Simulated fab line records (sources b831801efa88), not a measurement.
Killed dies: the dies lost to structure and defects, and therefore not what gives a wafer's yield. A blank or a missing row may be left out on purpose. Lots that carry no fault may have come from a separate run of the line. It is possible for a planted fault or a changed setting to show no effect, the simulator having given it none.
fab line records	flow sfq_line
record lots=6	wafers=18	last_day=84
route steps=325 shown L0@4 L0V@16 M0@28
lots untouched by any fault: they come from a run of this same line in which no faults occurred
start_h: hours from the record's first day to the start of the lot's first wafer shown	wait_h: how many hours have passed since the lot's step before this one	" identical to the entry in the row above	L1.1+2: a row that stands for several wafers	- value missing, or start not given	* or withheld: withheld	< > ~ a bound
route shown NAME@n: NAME is a module with steps in the file, n the number in the route of the first one	usual: the fault-free wafers' mean and standard deviation	same: alike in all rows	chamber/n: place in a boat	sites: per-site readings	_std_site: how widely they spread, as a standard deviation	_edge_site: the outer-site mean with the inner-site mean subtracted	radius_mm: for every site, how far away it sits from the centre of the wafer	mask NAME#n: copy n	behind: tool/chamber where the wafer was last shaped	hold: cause of the lot's hold/its duration in hours/its outcome	device: which transistor (n, p or np) failed to switch	end of line: tests run on the same wafers once the route is complete	a step given without rows: its recipe and nothing more	killed: at the first sort, the dies lost to defects and structure; wafer yield is something else	map: a wafer's dies, x killed, . not, _ none there
set.NAME: the run value of the setting; set.NAME@STEP: its run value at that earlier step	model.NAME: the simulator's own value behind a step, which no gauge read
a table for each step, a row for each wafer; lots at some steps of the route
services: the hour from which a tool's chamber was out of use, counted from the record's first day as start_h (under 0 if before that day), plus the number of hours and why
## steps
# step SFQ_L0_RS_MEAS_901
# recipe thk_meas_gauge=four-point-probe	reads=MoNx_KI_of_TRILAYER_L0_DEP_SPUTTER_003
# usual L0_MONX_KI_RS=43.6/0.4
lot.wafer	tool	chamber	start_h	wait_h	L0_MONX_KI_RS[ohm/sq]
L380.1	film_metro-01	-	12.56	0.0	43.3
L380.3	"	-	"	"	43.4
L380.4	"	-	"	"	43.3
L383.1	film_metro-01	-	27.56	0.0	43.9
L383.5	"	-	"	"	43.5
L383.6	"	-	"	"	43.8
L390.1	film_metro-02	-	62.56	0.0	43.0
L390.3	"	-	"	"	42.7
L390.4	"	-	"	"	43.2
L392.1	film_metro-01	-	72.61	0.0	43.4
L392.5	"	-	"	"	43.5
L392.6	"	-	"	"	43.4
L395.1	film_metro-01	-	87.56	0.0	43.9
L395.2	"	-	"	"	43.8
L395.5	"	-	"	"	43.6
L402.1	film_metro-02	-	122.56	0.0	43.9
L402.4	"	-	"	"	44.3
L402.6	"	-	"	"	43.9
# step SFQ_L0_THK_MEAS_902
# recipe thk_meas_gauge=xrf	reads=MoNx_KI_of_TRILAYER_L0_DEP_SPUTTER_003
# usual L0_MONX_KI_THK=39.6/0.37
lot.wafer	tool	chamber	start_h	wait_h	L0_MONX_KI_THK[nm]
L380.1	film_metro-01	-	12.68	0.1	39.9
L380.3	"	-	"	"	39.6
L380.4	"	-	"	"	39.8
L383.1	film_metro-01	-	27.68	0.1	39.1
L383.5	"	-	"	"	39.7
L383.6	"	-	"	"	39.2
L390.1	film_metro-02	-	62.68	0.1	40.2
L390.3	"	-	"	"	40.5
L390.4	"	-	"	"	39.9
L392.1	film_metro-01	-	72.73	0.1	39.5
L392.5	"	-	"	"	39.6
L392.6	"	-	"	"	39.6
L395.1	film_metro-01	-	87.68	0.1	39.5
L395.2	"	-	"	"	39.2
L395.5	"	-	"	"	39.4
L402.1	film_metro-02	-	122.68	0.1	39.2
L402.4	"	-	"	"	38.7
L402.6	"	-	"	"	39.5
# step SFQ_TRILAYER_L0_LITHO_COAT_010
# recipe resist=BARC	spin_rpm=3000	resist_thk_nm=62
# step SFQ_TRILAYER_L0_LITHO_COAT_005
# recipe resist=KrF	spin_rpm=3000	resist_thk_nm=600
# step SFQ_TRILAYER_L0_LITHO_SOFTBAKE_009
# recipe temp_c=withheld	time_s=withheld	resist=KrF
# step SFQ_TRILAYER_L0_LITHO_EXPOSE_006
# recipe mask_id=L0	na=0.6	source_shape=conventional	sigma_outer=0.65	target_cd_nm=2000	dose_mj=14.4
# step SFQ_TRILAYER_L0_LITHO_PEB_008
# recipe peb_temp_c=115	peb_time_s=60	resist=KrF
# step SFQ_TRILAYER_L0_LITHO_DEVELOP_007
# recipe time_s=60	resist=KrF
# step SFQ_TRILAYER_L0_BARC_OPEN_METAL_ETCH_010
# recipe mask_material=PR	chemistry=O2	target_depth_nm=125	target=BARC	icp_w=600	bias_w=80	pressure_mtorr=10	time_s=41.7
# usual drypump_motor_current_A=5.4/0.38	he_backside_leak_sccm=3.50/0.22	oes_product_au=0.685/0.0042
lot.wafer	tool	chamber	start_h	wait_h	drypump_motor_current_A	he_backside_leak_sccm	oes_product_au	rf_hours_counter_h
L380.1	rie_metal-02	1	61.16	0.1	5.4	3.74	0.688	164
L380.3	"	0	"	"	4.7	3.21	0.678	-
L380.4	"	1	"	"	5.4	3.59	0.691	-
L383.1	rie_metal-04	0	79.91	0.1	6.1	3.54	0.691	215
L383.5	"	1	"	"	5.6	3.49	0.688	-
L383.6	"	0	"	"	6.1	3.60	0.678	-
L390.1	rie_metal-04	0	110.91	0.1	6.2	3.27	0.676	3
L390.3	"	0	"	"	6.1	3.36	0.681	-
L390.4	"	1	"	"	5.7	3.48	0.692	-
L392.1	rie_metal-04	0	121.71	0.1	6.1	3.31	0.686	5
L392.5	"	0	"	"	6.1	3.34	0.687	-
L392.6	"	1	"	"	5.6	3.31	0.683	-
L395.1	rie_metal-04	0	139.82	0.1	6.1	3.26	0.686	8
L395.2	"	1	"	"	5.6	3.38	0.679	183
L395.5	"	0	"	"	6.1	3.29	0.681	-
L402.1	rie_metal-04	1	178.22	0.1	5.7	3.45	0.686	190
L402.4	"	0	"	"	6.1	3.23	0.679	-
L402.6	"	1	"	"	5.7	3.39	0.680	-
# step SFQ_TRILAYER_L0_ETCH_METAL_ETCH_008
# recipe target=MoNx_KI	stop_on=SiO2	mask_material=PR	chemistry=SF6/O2	target_depth_nm=50	icp_w=582.9	bias_w=80	pressure_mtorr=10	time_s=25
# usual drypump_motor_current_A=5.4/0.37	he_backside_leak_sccm=3.49/0.24	oes_product_au=0.873/0.0062
lot.wafer	tool	chamber	start_h	wait_h	drypump_motor_current_A	he_backside_leak_sccm	oes_product_au	rf_hours_counter_h
L380.1	rie_metal-02	1	61.22	0.0	5.4	3.61	0.875	164
L380.3	"	0	"	"	4.7	3.17	0.880	-
L380.4	"	1	"	"	5.4	3.66	0.878	-
L383.1	rie_metal-04	0	79.97	0.0	6.1	3.45	0.870	215
L383.5	"	1	"	"	5.6	3.36	0.870	-
L383.6	"	0	"	"	6.1	3.54	0.865	-
L390.1	rie_metal-04	0	110.97	0.0	6.1	3.14	0.882	3
L390.3	"	0	"	"	6.1	3.28	0.884	-
L390.4	"	1	"	"	5.6	3.31	0.875	-
L392.1	rie_metal-04	0	121.77	0.0	6.1	3.23	0.872	5
L392.5	"	0	"	"	6.1	3.29	0.878	-
L392.6	"	1	"	"	5.7	3.53	0.871	-
L395.1	rie_metal-04	0	139.88	0.0	6.1	3.29	0.861	8
L395.2	"	1	"	"	5.7	3.35	0.870	183
L395.5	"	0	"	"	6.1	3.19	0.874	-
L402.1	rie_metal-04	1	178.30	0.1	5.6	3.46	0.877	190
L402.4	"	0	"	"	6.1	3.20	0.867	-
L402.6	"	1	"	"	5.7	3.49	0.869	-
# step SFQ_TRILAYER_L0_STRIP_STRIP_009
# recipe gas=O2	power_w=200	platen_temp_c=40	overash_fraction=0.65	chemistry=O2	pressure_mtorr=50
# usual drypump_motor_current_A=5.4/0.38	he_backside_leak_sccm=3.6/0.4	oes_product_au=1.004/0.0068
lot.wafer	tool	chamber	start_h	wait_h	drypump_motor_current_A	he_backside_leak_sccm	oes_product_au	rf_hours_counter_h
L380.1	rie_metal-02	1	61.26	0.0	5.4	3.6	0.997	164
L380.3	"	0	"	"	4.7	3.4	0.979	-
L380.4	"	1	"	"	5.4	3.9	0.984	-
L383.1	rie_metal-04	0	80.01	0.0	6.1	3.5	1.004	215
L383.5	"	1	"	"	5.7	3.5	1.012	-
L383.6	"	0	"	"	6.1	3.5	1.001	-
L390.1	rie_metal-04	0	111.01	0.0	6.1	3.4	1.002	3
L390.3	"	0	"	"	6.1	3.4	0.999	-
L390.4	"	1	"	"	5.7	3.4	0.997	-
L392.1	rie_metal-04	0	121.81	0.0	6.1	3.2	1.005	5
L392.5	"	0	"	"	6.1	3.3	1.007	-
L392.6	"	1	"	"	5.7	3.4	1.001	-
L395.1	rie_metal-04	0	139.92	0.0	6.1	6.3	1.014	8
L395.2	"	1	"	"	5.6	3.3	0.997	183
L395.5	"	0	"	"	6.1	3.4	1.009	-
L402.1	rie_metal-04	1	178.36	0.0	5.7	3.4	0.992	191
L402.4	"	0	"	"	6.1	3.2	1.006	-
L402.6	"	1	"	"	5.7	3.5	0.998	-
# step SFQ_TRILAYER_L0_STRIP_SOLV_CLEAN_010
# recipe chemistry=NMP	temp_c=70	time_s=600
# step SFQ_TRILAYER_L0_CAP_PECVD_011
# recipe material=SiO2	temp_c=150	time_s=13.333	pressure_torr=2.4	rf_w=183.3	precursor=SiH4/N2O	target_thk_nm=60
# usual heater_power_outer_w=30/11	heater_power_w=88/20	rf_fwd_power_W=180.7/0.79	showerhead_vpp_V=824/33	throttle_valve_pct=25.7/1.5
lot.wafer	tool	chamber	start_h	wait_h	heater_power_outer_w	heater_power_w	rf_fwd_power_W	showerhead_vpp_V	throttle_valve_pct	model.SiO2_of_TRILAYER_L0_CAP_PECVD_011.thk_nm
L380.1	pecvd-01	0	62.04	0.0	20	69	180.4	803	25.6	59.34
L380.3	"	2	"	"	42	96	181.8	803	24.0	59.6
L380.4	"	0	"	"	20	70	180.4	817	25.8	60.28
L383.1	pecvd-03	0	80.79	0.0	44	121	181.8	825	25.0	59.26
L383.5	"	0	"	"	44	123	181.1	828	24.9	60.24
L383.6	"	1	"	"	23	75	181.4	852	25.0	60.67
L390.1	pecvd-01	0	111.79	0.0	0	42	254.3	940	25.5	65.53
L390.3	"	1	"	"	11	62	252.6	946	23.9	67.21
L390.4	"	1	"	"	11	61	252.8	950	24.1	67.68
L392.1	pecvd-01	2	122.60	0.0	26	76	254.5	955	24.1	66.04
L392.5	"	0	"	"	2	45	253.7	939	25.6	66.78
L392.6	"	1	"	"	7	56	253.8	913	24.0	67.31
L395.1	pecvd-04	0	140.70	0.0	26	79	180.9	916	26.5	59.23
L395.2	"	2	"	"	29	79	180.7	797	25.2	58.86
L395.5	"	0	"	"	26	79	180.9	914	26.7	60.07
L402.1	pecvd-04	0	179.33	0.0	22	71	181.2	898	26.2	60.55
L402.4	"	0	"	"	22	74	181.4	896	26.4	60.73
L402.6	"	1	"	"	41	114	180.3	841	28.9	60.27
# step SFQ_TRILAYER_L0_VIA_LITHO_COAT_018
# recipe resist=BARC	spin_rpm=3000	resist_thk_nm=62
# step SFQ_TRILAYER_L0_VIA_LITHO_COAT_013
# recipe resist=KrF	spin_rpm=3000	resist_thk_nm=650
# step SFQ_TRILAYER_L0_VIA_LITHO_SOFTBAKE_017
# recipe temp_c=withheld	time_s=withheld	resist=KrF
# step SFQ_TRILAYER_L0_VIA_LITHO_EXPOSE_014
# recipe mask_id=L0V	na=0.6	source_shape=conventional	sigma_outer=0.65	target_cd_nm=700	dose_mj=21.3
# step SFQ_TRILAYER_L0_VIA_LITHO_PEB_016
# recipe peb_temp_c=115	peb_time_s=60	resist=KrF
# step SFQ_TRILAYER_L0_VIA_LITHO_DEVELOP_015
# recipe time_s=60	resist=KrF
# step SFQ_L0V_OVL_MEAS_903
# usual L0V_OVL=-2/4.8
lot.wafer	tool	chamber	start_h	wait_h	L0V_OVL[nm]
L380.1	overlay-02	-	106.41	0.1	-1
L380.3	"	-	"	"	-10
L380.4	"	-	"	"	-3
L383.1	overlay-02	-	123.24	0.1	-11
L383.5	"	-	"	"	-4
L383.6	"	-	"	"	-10
L390.1	overlay-01	-	156.91	0.1	2
L390.3	"	-	"	"	-3
L390.4	"	-	"	"	-7
L392.1	overlay-02	-	171.11	0.1	4
L392.5	"	-	"	"	4
L392.6	"	-	"	"	3
L395.1	overlay-01	-	192.76	0.1	-5
L395.2	"	-	"	"	-7
L395.5	"	-	"	"	-3
L402.1	overlay-02	-	235.94	0.1	0
L402.4	"	-	"	"	-7
L402.6	"	-	"	"	-1
# step SFQ_TRILAYER_L0_VIA_BARC_OPEN_VIA_ETCH_021
# recipe mask_material=PR	chemistry=O2	target_depth_nm=125	target=BARC	source_w=500	bias_w=83.06	pressure_mtorr=30	time_s=41.7
# usual drypump_motor_current_A=5.57/0.23	oes_product_au=0.686/0.0044
lot.wafer	tool	chamber	start_h	wait_h	drypump_motor_current_A	oes_product_au	rf_hours_counter_h
L380.1	rie_diel-04	3	106.45	0.0	5.80	0.693	56
L380.3	"	1	"	"	5.35	0.682	33
L380.4	"	0	"	"	5.72	0.685	42
L383.1	rie_diel-03	3	123.28	0.0	5.81	0.683	1
L383.5	"	0	"	"	5.44	0.691	-
L383.6	"	3	"	"	5.81	0.694	-
L390.1	rie_diel-03	1	156.95	0.0	5.62	0.690	61
L390.3	"	3	"	"	5.81	0.689	2
L390.4	"	2	"	"	5.76	0.685	50
L392.1	rie_diel-02	1	171.15	0.0	5.70	0.690	123
L392.5	"	3	"	"	5.35	0.683	-
L392.6	"	2	"	"	4.96	0.687	-
L395.1	rie_diel-02	1	192.80	0.0	5.73	0.686	123
L395.2	"	3	"	"	5.45	0.689	140
L395.5	"	2	"	"	4.96	0.679	-
L402.1	rie_diel-04	1	235.97	0.0	5.34	0.696	35
L402.4	"	3	"	"	5.82	0.686	59
L402.6	"	1	"	"	5.39	0.684	-
# step SFQ_TRILAYER_L0_VIA_ETCH_VIA_ETCH_016
# recipe target=SiO2	stop_on=MoNx_KI	mask_material=PR	chemistry=CHF3	target_depth_nm=80	source_w=500	bias_w=80	pressure_mtorr=30	time_s=withheld
# usual drypump_motor_current_A=5.57/0.24	oes_product_au=0.843/0.0077
lot.wafer	tool	chamber	start_h	wait_h	drypump_motor_current_A	oes_product_au	model.etch.depth_nm	model.L0V.feature_depth_nm
L380.1	rie_diel-04	3	106.49	0.0	5.80	0.828	59.34	59.34
L380.3	"	1	"	"	5.35	0.827	59.6	59.6
L380.4	"	0	"	"	5.71	0.845	60.28	60.28
L383.1	rie_diel-03	3	123.32	0.0	5.79	0.838	59.26	59.26
L383.5	"	0	"	"	5.45	0.834	60.24	60.24
L383.6	"	3	"	"	5.79	0.850	60.67	60.67
L390.1	rie_diel-03	1	156.99	0.0	5.63	0.889	65.52	65.52
L390.3	"	3	"	"	5.83	0.905	67.21	67.21
L390.4	"	2	"	"	5.76	0.895	67.68	67.68
L392.1	rie_diel-02	1	171.19	0.0	5.70	0.899	66.04	66.04
L392.5	"	3	"	"	5.32	0.901	66.77	66.77
L392.6	"	2	"	"	4.94	0.897	67.31	67.31
L395.1	rie_diel-02	1	192.84	0.0	5.71	0.832	59.23	59.23
L395.2	"	3	"	"	5.33	0.825	58.86	58.86
L395.5	"	2	"	"	4.95	0.844	60.07	60.07
L402.1	rie_diel-04	1	236.01	0.0	5.39	0.845	60.54	60.54
L402.4	"	3	"	"	5.79	0.848	60.73	60.73
L402.6	"	1	"	"	5.39	0.846	60.26	60.26
# step SFQ_TRILAYER_L0_VIA_STRIP_STRIP_017
# recipe gas=O2	power_w=200	platen_temp_c=40	overash_fraction=0.65	chemistry=O2	pressure_mtorr=50
# step SFQ_TRILAYER_L0_VIA_STRIP_SOLV_CLEAN_018
# recipe chemistry=NMP	temp_c=70	time_s=600
# step SFQ_TRILAYER_M0_DEP_PRE_CLEAN_020
# recipe gas=Ar	time_s=15	bias_v=250
# usual bias_v=250.2/2.7
lot.wafer	tool	chamber	start_h	wait_h	bias_v	model.SiO2_of_TRILAYER_L0_CAP_PECVD_011.thk_nm
L380.1	pvd_sputter-06	-	107.31	0.0	246.2	54.34
L380.3	"	-	"	"	251.7	54.6
L380.4	"	-	"	"	249.3	55.28
L383.1	pvd_sputter-05	-	124.31	0.0	250.2	54.26
L383.5	"	-	"	"	247.8	55.24
L383.6	"	-	"	"	249.2	55.67
L390.1	pvd_sputter-04	-	157.81	0.0	249.4	60.52
L390.3	"	-	"	"	251.9	62.21
L390.4	"	-	"	"	247.6	62.68
L392.1	pvd_sputter-06	-	172.01	0.0	249.7	61.04
L392.5	"	-	"	"	250.2	61.77
L392.6	"	-	"	"	254.2	62.31
L395.1	pvd_sputter-04	-	193.66	0.0	251.3	54.23
L395.2	"	-	"	"	247.2	53.86
L395.5	"	-	"	"	251.4	55.07
L402.1	pvd_sputter-06	-	236.84	0.0	249.2	55.54
L402.4	"	-	"	"	250.4	55.73
L402.6	"	-	"	"	247.6	55.26
# step SFQ_TRILAYER_M0_DEP_SPUTTER_019
# recipe material=Nb	base_pressure_pa=1.33e-06	chamber_pressure_pa=0.1333	substrate_temp_c=20	resputter_cathode_voltage_v=400	target_thk_nm=200	power_w=2000	time_s=133.3
# usual base_pressure_pa=1.32e-06/7.6e-08	resputter_cathode_voltage_v=400/3.9	throttle_valve_pct=30.5/1.1
lot.wafer	tool	chamber	start_h	wait_h	base_pressure_pa	resputter_cathode_voltage_v	throttle_valve_pct
L380.1	pvd_sputter-06	-	107.34	0.0	1.28e-06	396	32.2
L380.3	"	-	"	"	1.33e-06	395	29.1
L380.4	"	-	"	"	1.46e-06	403	30.9
L383.1	pvd_sputter-05	-	124.34	0.0	1.21e-06	407	31.3
L383.5	"	-	"	"	1.22e-06	407	30.1
L383.6	"	-	"	"	1.32e-06	401	31.8
L390.1	pvd_sputter-04	-	157.84	0.0	1.3e-06	398	33.3
L390.3	"	-	"	"	1.25e-06	400	30.5
L390.4	"	-	"	"	1.28e-06	400	30.4
L392.1	pvd_sputter-06	-	172.04	0.0	1.16e-06	402	32.5
L392.5	"	-	"	"	1.3e-06	402	32.4
L392.6	"	-	"	"	1.36e-06	399	31.1
L395.1	pvd_sputter-04	-	193.68	0.0	1.16e-06	401	30.7
L395.2	"	-	"	"	1.31e-06	398	33.2
L395.5	"	-	"	"	1.3e-06	403	30.2
L402.1	pvd_sputter-06	-	236.86	0.0	1.31e-06	403	30.6
L402.4	"	-	"	"	1.37e-06	406	30.1
L402.6	"	-	"	"	1.27e-06	403	30.7
## services
tool	chamber	start_h	hours	kind
pecvd-03	1	50.63	5.7	repair
pecvd-01	-	51.28	0.4	repair
pvd_sputter-05	-	63.01	2.1	repair
pvd_sputter-06	-	70.51	4.3	repair
pecvd-01	1	77.50	10.6	repair
pvd_sputter-06	-	85.08	4.7	repair
pvd_sputter-05	-	96.12	7.9	repair
pecvd-03	-	100.62	1.2	repair
rie_metal-04	-	101.61	0.8	repair
rie_diel-04	2	107.62	7.5	repair
rie_metal-04	-	113.24	1.4	pm
pvd_sputter-04	-	114.95	25.3	repair
rie_diel-03	3	126.46	8.3	repair
rie_diel-02	1	127.07	1.2	repair
rie_diel-03	0	133.02	3.4	repair
rie_metal-02	1	161.31	9.9	repair
pecvd-01	-	162.32	1.0	repair
pecvd-04	-	165.04	0.7	repair
rie_diel-03	1	187.38	18.0	repair
pecvd-01	-	194.25	14.0	pm
rie_diel-03	0	204.67	5.7	repair
pvd_sputter-05	-	212.11	2.0	repair
pecvd-04	2	221.65	8.0	repair
rie_diel-03	-	233.29	5.4	repair
## key
first_sign step=SFQ_TRILAYER_L0_CAP_PECVD_011	reading=rf_fwd_power_W	direction=up	sigmas=92	usual=180.7	struck=253.6
effect step=SFQ_TRILAYER_L0_CAP_PECVD_011	reading=showerhead_vpp_V	direction=up	sigmas=3.5	usual=824	struck=940
effect step=SFQ_TRILAYER_L0_VIA_ETCH_VIA_ETCH_016	reading=oes_product_au	direction=up	sigmas=7.1	usual=0.843	struck=0.898
model_effect step=SFQ_TRILAYER_L0_CAP_PECVD_011	value=SiO2_of_TRILAYER_L0_CAP_PECVD_011.thk_nm	without=60.39	struck=66.76
model_effect step=SFQ_TRILAYER_L0_VIA_ETCH_VIA_ETCH_016	value=etch.depth_nm	without=60.38	struck=66.76
model_effect step=SFQ_TRILAYER_M0_DEP_PRE_CLEAN_020	value=SiO2_of_TRILAYER_L0_CAP_PECVD_011.thk_nm	without=55.38	struck=61.76
met_at SFQ_TRILAYER_L0_CAP_PECVD_011
struck_wafers L390.1,L390.3,L390.4,L392.1,L392.5,L392.6
onset_between 62.04 111.79
fault kind=process_parameter_drift	tool=pecvd-01	chamber=-	onset_h=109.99	steps=SFQ_TRILAYER_L0_CAP_PECVD_011	channel=rf_w	offset=73.32	shape=step	end_h=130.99	acts_in=these_recipes_only	stated=183.3
